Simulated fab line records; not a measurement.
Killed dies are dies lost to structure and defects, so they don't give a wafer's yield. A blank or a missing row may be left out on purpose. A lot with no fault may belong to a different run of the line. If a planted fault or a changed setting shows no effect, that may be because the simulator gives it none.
fab line records	flow sky130
record: lots: 4	wafers: 12	last-day: 50
route steps=708 shown GATE_OXIDE@192 POLY_GATE@204 RES_PROTECT@206 PAD_OPEN@708
lots that met no fault: from a run of the same line without faults
start-h: hours from the record's opening day to when the first of the lot's shown wafers began	wait-h: hours since the lot's step before	" unchanged from the row above	L1.1+2: a row that stands for several wafers	- no value present, or no start provided	* or withheld: withheld	< > ~ a bound
route shown NAME@n: names a module that has steps shown in the file, with the first one's number in the route	usual: mean and standard deviation over wafers with no fault	same: alike in all rows	chamber/n: place in a boat	sites: readings site by site	_std_site: how widely they spread, as a standard deviation	_edge_site: the outer-site mean with the inner-site mean subtracted	radius-mm: how far each site lies from the wafer's centre	mask NAME#n: copy n	behind: the tool/chamber that last shaped the wafer	hold: reason for holding the lot/hours on hold/outcome of the hold	device: names the non-switching transistor (n, p or np)	end of line: at the end of the route, the tests of the same wafers	a step with no rows: only its recipe	killed: at the first sort, the dies lost to defects and structure; wafer yield is something else	map: per-die view of a wafer (x killed, . not killed, _ where there is no die)
set.NAME: the setting the step ran with; set.NAME@STEP: the setting that earlier step ran with	model.NAME: the simulator's own value behind a step, which no gauge read
lots at some steps of the route; a table a step, a row a wafer
services: when a tool's chamber went out of use (start-h, in hours from the record's first day, below 0 if earlier), for how many hours, and the reason
== steps ==
step: SKY_GATE_OXIDE_COAT_05
recipe: resist: NOVOLAK	spin-rpm: 3000	resist-thk-nm: 1140
step: SKY_GATE_OXIDE_SOFTBAKE_06
recipe: temp-c: 90	time-s: 60	resist: NOVOLAK
step: SKY_GATE_OXIDE_EXPOSE_07
recipe: mask-id: LVOM	na: 0.6	source-shape: conventional	sigma-outer: 0.6	polarization: unpolarized	target-cd-nm: 600	dose-mj: 170
step: SKY_GATE_OXIDE_PEB_08
recipe: temp-c: withheld	time-s: *	resist: NOVOLAK
step: SKY_GATE_OXIDE_DEVELOP_09
recipe: resist: NOVOLAK	developer: TMAH	develop-time-s: 60	dev-temp-c: 23
step: SKY_GATE_OXIDE_IMPLANT_11
recipe: species: B	energy-kev: 10	dose-cm2: 2.6e+12	tilt-deg: withheld
step: SKY_GATE_OXIDE_WET_ETCH_12
recipe: chemistry: dHF	target-depth-nm: 16.8	dry: n2-spin	target: SiO2	dilution: 100:1	temp-c: 25	time-s: 344.7
step: SKY_GATE_OXIDE_STRIP_13
recipe: chemistry: O2/N2	power-w: 1400	pressure-mtorr: 1500	platen-temp-c: withheld	o2-flow-sccm: 3000	n2-flow-sccm: 300	overash-fraction: 0.5
step: SKY_GATE_OXIDE_CLEAN_15
recipe: chemistry: SC1/SC2	mix: 1:4:20	temp-c: 70	time-s: 150	dry: n2-spin
step: SKY_GATE_OXIDE_OXIDATION_16
recipe: temp-c: 800	ambient: O2	idle-temp-c: 700	ramp-up-c-per-min: 10	ramp-down-c-per-min: 3	stabilise-s: 600	purge-s: 300	target-thk-a: 35.7	ox-time-s: 1915
step: SKY_POLY_GATE_CVD_00
recipe: material: poly-Si	target-thk-nm: 180	temp-c: 620	time-s: 720	pressure-mtorr: 200
usual: spike-tc-bottom-C: 639.6/1.1	spike-tc-centre-C: 619.4/0.92	spike-tc-lower-C: 619.6/1.3	spike-tc-top-C: 638.4/1.1	spike-tc-upper-C: 619.8/1	susceptor-temp-C: 619.98/0.27	zone-power-top-pct: 20.32/0.2
lot.wafer	tool	chamber	start-h	wait-h	spike-tc-bottom-C	spike-tc-centre-C	spike-tc-lower-C	spike-tc-top-C	spike-tc-upper-C	susceptor-temp-C	zone-power-top-pct	model.poly-Si_of_POLY_GATE_CVD_00.thk-nm
L813.3	lpcvd-01	1	390.25	0.0	621.8	599.7	602.2	620.3	603.6	601.93	19.57	118.2
L813.4	"	1	"	"	622.7	600.5	602.4	619.9	601.6	601.53	19.40	116.9
L813.5	"	1	"	"	621.9	600.2	602.5	622.8	601.5	602.04	19.92	118.5
L814.1	lpcvd-01	1	394.80	0.0	621.8	601.4	601.0	622.4	602.8	601.48	19.39	118.4
L814.3	"	1	"	"	621.6	600.9	602.8	622.1	602.9	601.37	19.47	119.8
L814.4	"	1	"	"	622.3	601.8	601.8	621.2	601.5	601.60	19.45	117.4
L824.3	lpcvd-01	1	479.82	0.0	639.8	618.6	619.3	639.0	619.4	619.74	20.20	183.9
L824.4	"	1	"	"	641.0	618.8	619.6	638.5	620.4	619.86	20.40	182
L824.6	"	1	"	"	638.8	617.4	620.2	638.8	619.7	620.01	20.41	183.3
L825.2	lpcvd-01	1	491.64	0.0	638.7	619.0	619.1	639.9	618.9	620.19	20.48	181.2
L825.5	"	1	"	"	640.0	619.0	619.9	639.1	619.9	620.74	20.25	181.6
L825.6	"	1	"	"	639.3	620.2	620.2	638.5	620.1	620.08	20.32	182.3
step: SKY_POLY_GATE_THK_MEAS_01
recipe: reads: poly-Si_of_POLY_GATE_CVD_00
usual: POLY_GATE_CVD_00_THK: 180.2/1.5
lot.wafer	tool	chamber	start-h	wait-h	POLY_GATE_CVD_00_THK[nm]
L813.3	film-metro-01	-	391.47	0.0	118.1
L813.4	"	-	"	"	116.8
L813.5	"	-	"	"	118.5
L814.1	film-metro-04	-	396.00	0.0	118.5
L814.3	"	-	"	"	119.8
L814.4	"	-	"	"	117.4
L824.3	film-metro-04	-	481.04	0.0	183.8
L824.4	"	-	"	"	181.9
L824.6	"	-	"	"	183.3
L825.2	film-metro-01	-	492.85	0.0	181.2
L825.5	"	-	"	"	181.8
L825.6	"	-	"	"	182.4
step: SKY_RES_PROTECT_DEHYDRATE_00
recipe: temp-c: 200	time-s: 60
step: SKY_RES_PROTECT_HMDS_01
recipe: prime-time-s: 60	prime-temp-c: 120
step: SKY_RES_PROTECT_COAT_02
recipe: resist: NOVOLAK	spin-rpm: 3000	resist-thk-nm: 1140
step: SKY_RES_PROTECT_SOFTBAKE_03
recipe: temp-c: 90	time-s: 60	resist: NOVOLAK
step: SKY_RES_PROTECT_EXPOSE_04
recipe: mask-id: RPM	na: 0.6	source-shape: conventional	sigma-outer: 0.6	polarization: unpolarized	target-cd-nm: 1270	dose-mj: 131
step: SKY_RES_PROTECT_PEB_05
recipe: temp-c: withheld	time-s: *	resist: NOVOLAK
step: SKY_RES_PROTECT_DEVELOP_06
recipe: resist: NOVOLAK	developer: TMAH	develop-time-s: 61.77	dev-temp-c: 23
step: SKY_POLY_GATE_IMPLANT_02
recipe: species: P	energy-kev: 30	dose-cm2: 7.7e+15	tilt-deg: 0
step: SKY_RES_PROTECT_STRIP_07
recipe: chemistry: O2/N2	power-w: 1400	pressure-mtorr: 1500	platen-temp-c: withheld	o2-flow-sccm: 3000	n2-flow-sccm: 300	overash-fraction: 0.5
step: SKY_RES_PROTECT_CLEAN_09
recipe: chemistry: SC1/SC2	mix: 1:4:20	temp-c: 70	time-s: 150	dry: n2-spin
lot.wafer	tool	chamber	start-h	wait-h	model.poly-Si_of_POLY_GATE_CVD_00.thk-nm
L813.3	wet-bench-03	1	421.43	0.0	117.5
L813.4	"	1	"	"	116.2
L813.5	"	1	"	"	117.8
L814.1	wet-bench-01	0	425.35	0.1	117.8
L814.3	"	0	"	"	119.2
L814.4	"	0	"	"	116.8
L824.3	wet-bench-02	1	511.15	0.0	183.3
L824.4	"	1	"	"	181.4
L824.6	"	1	"	"	182.7
L825.2	wet-bench-02	2	523.80	0.0	180.6
L825.5	"	2	"	"	181
L825.6	"	2	"	"	181.7
step: SKY_POLY_GATE_CVD_03
recipe: material: Si3N4	precursor: DCS/NH3	target-thk-nm: 75	temp-c: 770	time-s: 1290	pressure-mtorr: 250
step: SKY_POLY_GATE_DEHYDRATE_05
recipe: temp-c: 200	time-s: 60
step: SKY_POLY_GATE_HMDS_06
recipe: prime-time-s: 60	prime-temp-c: 120
step: SKY_POLY_GATE_COAT_07
recipe: resist: BARC	temp-c: withheld	time-s: withheld	spin-rpm: 3000	resist-thk-nm: 110
step: SKY_POLY_GATE_COAT_08
recipe: resist: KrF-thick	spin-rpm: 3000	resist-thk-nm: 450
step: SKY_POLY_GATE_SOFTBAKE_09
recipe: temp-c: 100	time-s: 90	resist: KrF-thick
step: SKY_POLY_GATE_EXPOSE_10
recipe: mask-id: P1M	na: 0.68	source-shape: conventional	sigma-outer: 0.6	target-cd-nm: 150	dose-mj: 28
step: SKY_POLY_GATE_PEB_11
recipe: peb-temp-c: withheld	peb-time-s: withheld	resist: KrF-thick
step: SKY_POLY_GATE_DEVELOP_12
recipe: develop-time-s: 60	resist: KrF-thick	dev-temp-c: 21
step: SKY_POLY_GATE_ETCH_15
recipe: chemistry: N2/H2	target: BARC	ion-energy-ev: 200	source-w: 500	bias-w: 100	pressure-mtorr: 30	n2-flow-sccm: 100	h2-flow-sccm: 200	stop-on: SiO2	time-s: 118.5	target-depth-a: 1100
step: SKY_POLY_GATE_ETCH_16
recipe: stop-on: poly-Si	chemistry: CH3F/O2	target: Si3N4	source-w: 400	bias-w: 80	pressure-mtorr: 25	ch3f-flow-sccm: 40	O2_flow_sccm: 30	time-s: 147.5	target-depth-a: 750
step: SKY_POLY_GATE_ETCH_17
recipe: target-depth-nm: 180	stop-on: SiO2	over-etch-frac: 0.56667	chemistry: HBr/Cl2	target: poly-Si	icp-w: 400	bias-w: 100	pressure-mtorr: 10	HBr_flow_sccm: 150	Cl2_flow_sccm: 50	time-s: 70.5
usual: drypump-motor-current-A: 6.0/0.43	oes-product-au: 0.985/0.0098	throttle-valve-pct: 33.683/0.0086
lot.wafer	tool	chamber	start-h	wait-h	drypump-motor-current-A	oes-product-au	rf-hours-counter-h	throttle-valve-pct	model.etch.depth-nm	model.POLY_GATE.feature-depth-nm
L813.3	rie-si-02	0	455.99	0.0	6.7	0.751	27	33.694	117.5	117.5
L813.4	"	1	"	"	6.2	0.743	-	33.681	116.2	116.2
L813.5	"	0	"	"	6.7	0.755	-	33.670	117.8	117.8
L814.1	rie-si-01	0	457.63	0.0	5.7	0.742	51	33.691	117.8	117.8
L814.3	"	1	"	"	5.1	0.747	2	33.689	119.2	119.2
L814.4	"	3	"	"	6.0	0.739	-	33.691	116.8	116.8
L824.3	rie-si-02	1	543.37	0.0	6.3	0.994	1	33.676	183.3	183.3
L824.4	"	2	"	"	5.8	0.991	34	33.687	178.4	178.4
L824.6	"	0	"	"	6.7	0.998	-	33.683	181.8	181.8
L825.2	rie-si-01	2	556.98	0.0	6.0	0.995	15	33.682	180.6	180.6
L825.5	"	1	"	"	5.1	0.991	-	33.681	181	181
L825.6	"	2	"	"	6.0	1.000	-	33.681	181.7	181.7
step: SKY_POLY_GATE_STRIP_18
recipe: chemistry: O2/N2	power-w: 1400	pressure-mtorr: 1500	platen-temp-c: withheld	o2-flow-sccm: 3000	n2-flow-sccm: 300	overash-fraction: 0.5
step: SKY_PAD_OPEN_PROBE_99
usual: killed_at_M0_to_M3: 42/5.8	killed_at_M4_up: 3.0/2	killed-at-contacts: 24/5.5	killed-at-front-end: 15/3.9	killed-at-other: 0.3/0.54	killed-dies: 85/8.8	killed-on-rim: 16/3.7	killed-open: 47/6.8	killed-short: 38/5.9
same: gross-dies: 492	killed-at-back-side: 0
lot.wafer	tool	chamber	start-h	wait-h	killed_at_M0_to_M3	killed_at_M4_up	killed-at-contacts	killed-at-front-end	killed-at-other	killed-dies	killed-on-rim	killed-open	killed-short	model.etest.res-high-po.line-ohm-um	model.etest.res-poly.line-ohm-um	model.etest.tip-sonos.rs-ohm-sq	model.etest.pfet_01v8.r-on-ohm-um	model.etest.tip-p.rs-ohm-sq	model.etest.res-high-po.rs-ohm-sq	model.etest.res-poly.rs-ohm-sq	model.etest.nfet_01v8_lvt.drive-ua-um
L813.3	prober-02	-	1139.59	0.2	48	1	30	11	0	90	27	59	31	1120	829.3	2560	2979	6988	390.7	75.39	613.8
L813.4	prober-02	-	1139.64	0.2	39	2	29	17	0	87	19	47	40	1111	790.6	2566	3161	7086	387.6	75.42	617.8
L813.5	prober-02	-	1139.69	0.2	42	2	26	16	0	86	13	46	40	1112	808.8	2579	3041	6987	393.9	75.86	603.8
L814.1	prober-01	-	1139.93	0.1	40	5	24	16	0	85	17	39	46	1094	759.1	2603	3013	7010	390.6	74.78	586.4
L814.3	prober-01	-	1140.03	0.2	34	3	20	13	1	71	12	39	32	1073	787.1	2547	2930	6974	378.4	73.25	589.7
L814.4	prober-01	-	1140.08	0.2	46	2	18	18	1	85	16	47	38	1093	765.3	2607	3067	7046	381.2	73.82	583.4
L824.3	prober-01	-	1193.06	0.2	51	1	28	16	0	96	19	52	44	725.7	501.5	2586	2922	6972	256.5	47.19	574.9
L824.4	prober-01	-	1193.11	0.2	47	3	25	12	0	87	16	47	40	734.6	484.1	2650	2977	6942	260	47.53	562.3
L824.6	prober-01	-	1193.21	0.2	49	2	23	16	1	91	11	50	41	742.8	504.2	2650	2963	6985	259.5	47.66	578.8
L825.2	prober-02	-	1197.06	0.1	42	2	27	11	0	82	16	48	34	721.7	504.4	2590	2824	6736	253.2	47.55	583.6
L825.5	prober-02	-	1197.21	0.2	42	2	20	14	0	78	21	36	42	753.4	520.2	2556	2808	6698	258.7	48.24	595
L825.6	prober-02	-	1197.26	0.2	36	5	22	11	0	74	16	40	33	749.4	508.7	2523	2849	6773	262.6	47.76	588.8
killed by level:class
L813.3 CONTACT:geometric-particle:open=13 VIA1:geometric-particle:open=12 LI_CONTACT:geometric-particle:open=9 METAL2:geometric-particle:short=9 VIA3:geometric-particle:open=7 POLY_GATE:geometric-particle:open=5 VIA2:geometric-particle:open=5 METAL1:geometric-particle:short=4
L813.4 LI_CONTACT:geometric-particle:open=10 CONTACT:geometric-particle:open=10 POLY_GATE:geometric-particle:short=7 VIA1:geometric-particle:open=6 METAL1:geometric-particle:short=6 VIA2:geometric-particle:open=6 VIA3:geometric-particle:open=5 VIA2:geometric-particle:short=5
L813.5 CONTACT:geometric-particle:open=14 VIA3:geometric-particle:open=7 POLY_GATE:geometric-particle:short=5 METAL1:geometric-particle:short=5 VIA1:geometric-particle:open=5 METAL2:geometric-particle:short=5 FIELD_ISO:geometric-particle:short=4 METAL2:geometric-particle:open=4
L814.1 CONTACT:geometric-particle:open=8 VIA1:geometric-particle:open=8 VIA1:geometric-particle:short=7 FIELD_ISO:geometric-particle:short=5 LOCAL_INTERCONNECT:geometric-particle:short=5 VIA2:geometric-particle:short=5 VIA3:geometric-particle:open=5 FIELD_ISO:geometric-particle:open=4
L814.3 CONTACT:geometric-particle:open=9 VIA2:geometric-particle:open=8 VIA1:geometric-particle:open=8 METAL2:geometric-particle:short=5 POLY_GATE:geometric-particle:short=4 FIELD_ISO:geometric-particle:short=3 FIELD_ISO:geometric-particle:open=3 LI_CONTACT:geometric-particle:open=3
L814.4 VIA1:geometric-particle:open=12 CONTACT:geometric-particle:open=8 FIELD_ISO:geometric-particle:short=6 VIA1:geometric-particle:short=6 VIA2:geometric-particle:open=5 VIA3:geometric-particle:open=5 POLY_GATE:geometric-particle:open=4 CONTACT:geometric-particle:short=4
L824.3 CONTACT:geometric-particle:open=10 LI_CONTACT:geometric-particle:open=8 VIA1:geometric-particle:open=8 VIA2:geometric-particle:open=7 METAL1:geometric-particle:short=7 VIA1:geometric-particle:short=7 VIA3:geometric-particle:open=7 METAL2:geometric-particle:short=5
L824.4 CONTACT:geometric-particle:open=10 VIA3:geometric-particle:open=9 VIA1:geometric-particle:short=6 CONTACT:geometric-particle:short=6 VIA1:geometric-particle:open=6 METAL1:geometric-particle:short=5 METAL2:geometric-particle:short=5 VIA3:geometric-particle:short=5
L824.6 VIA2:geometric-particle:open=8 LI_CONTACT:geometric-particle:open=7 CONTACT:geometric-particle:open=7 METAL1:geometric-particle:short=6 VIA1:geometric-particle:short=6 VIA3:geometric-particle:open=6 VIA1:geometric-particle:open=5 VIA2:geometric-particle:short=5
L825.2 LI_CONTACT:geometric-particle:open=11 VIA1:geometric-particle:open=10 VIA2:geometric-particle:open=7 LI_CONTACT:geometric-particle:short=5 VIA2:geometric-particle:short=5 VIA3:geometric-particle:open=5 FIELD_ISO:geometric-particle:open=4 LOCAL_INTERCONNECT:geometric-particle:short=4
L825.5 METAL2:geometric-particle:short=10 VIA2:geometric-particle:open=9 CONTACT:geometric-particle:open=6 METAL1:geometric-particle:short=6 VIA1:geometric-particle:open=6 FIELD_ISO:geometric-particle:short=5 CONTACT:geometric-particle:short=5 POLY_GATE:geometric-particle:open=4
L825.6 LI_CONTACT:geometric-particle:open=8 CONTACT:geometric-particle:open=8 VIA1:geometric-particle:open=6 VIA3:geometric-particle:open=6 CONTACT:geometric-particle:short=5 METAL1:geometric-particle:short=5 FIELD_ISO:geometric-particle:open=4 METAL2:geometric-particle:short=4
== services ==
tool	chamber	start-h	hours	kind
rie-si-01	1	376.99	7.9	repair
wet-bench-03	-	423.06	3.0	repair
rie-si-02	2	454.91	3.8	repair
rie-si-01	2	456.45	2.4	repair
rie-si-01	-	509.28	2.8	pm
rie-si-01	0	515.50	-	clean
rie-si-01	0	515.50	17.4	scheduled-down
rie-si-01	0	515.50	17.4	vent-cycle
lpcvd-01	-	516.04	0.6	repair
wet-bench-02	-	532.56	1.8	repair
rie-si-02	1	551.21	3.0	repair
== key ==
first-sign: step: SKY_POLY_GATE_CVD_00	reading: susceptor-temp-C	direction: down	sigmas: 69	usual: *	struck: *
effect: step: SKY_POLY_GATE_CVD_00	reading: spike-tc-centre-C	direction: down	sigmas: 20	usual: 619.4	struck: 600.8
effect: step: SKY_POLY_GATE_THK_MEAS_01	reading: POLY_GATE_CVD_00_THK	direction: down	sigmas: 41	usual: 180.2	struck: 118.2
effect: step: SKY_POLY_GATE_ETCH_17	reading: oes-product-au	direction: down	sigmas: 25	usual: 0.985	struck: 0.746
model-effect: step: SKY_POLY_GATE_CVD_00	value: poly-Si_of_POLY_GATE_CVD_00.thk-nm	without: 181.3	struck: 118.2
model-effect: step: SKY_RES_PROTECT_CLEAN_09	value: poly-Si_of_POLY_GATE_CVD_00.thk-nm	without: 180.7	struck: 117.6
model-effect: step: SKY_POLY_GATE_ETCH_17	value: etch.depth-nm	without: 178.1	struck: 117.6
model-effect: step: SKY_PAD_OPEN_PROBE_99	value: etest.res-high-po.line-ohm-um	without: 744	struck: 1100
met-at SKY_POLY_GATE_CVD_00
struck-wafers L813.3,L813.4,L813.5,L814.1,L814.3,L814.4
tester-left-out L813,L814
fault: kind: process-parameter-drift	tool: lpcvd-01	chamber: 1	onset-h: 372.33	steps: SKY_POLY_GATE_CVD_00	channel: temp-c	offset: *	shape: step	end-h: 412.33	stated: *
tester-left-out: of these lots the tester's yield and bins aren't shown, on N5 and GAA mostly nor the transistor test; their killed dies are dies lost to structure and defects alone, not to doping, threshold or leakage, so they don't give the yield
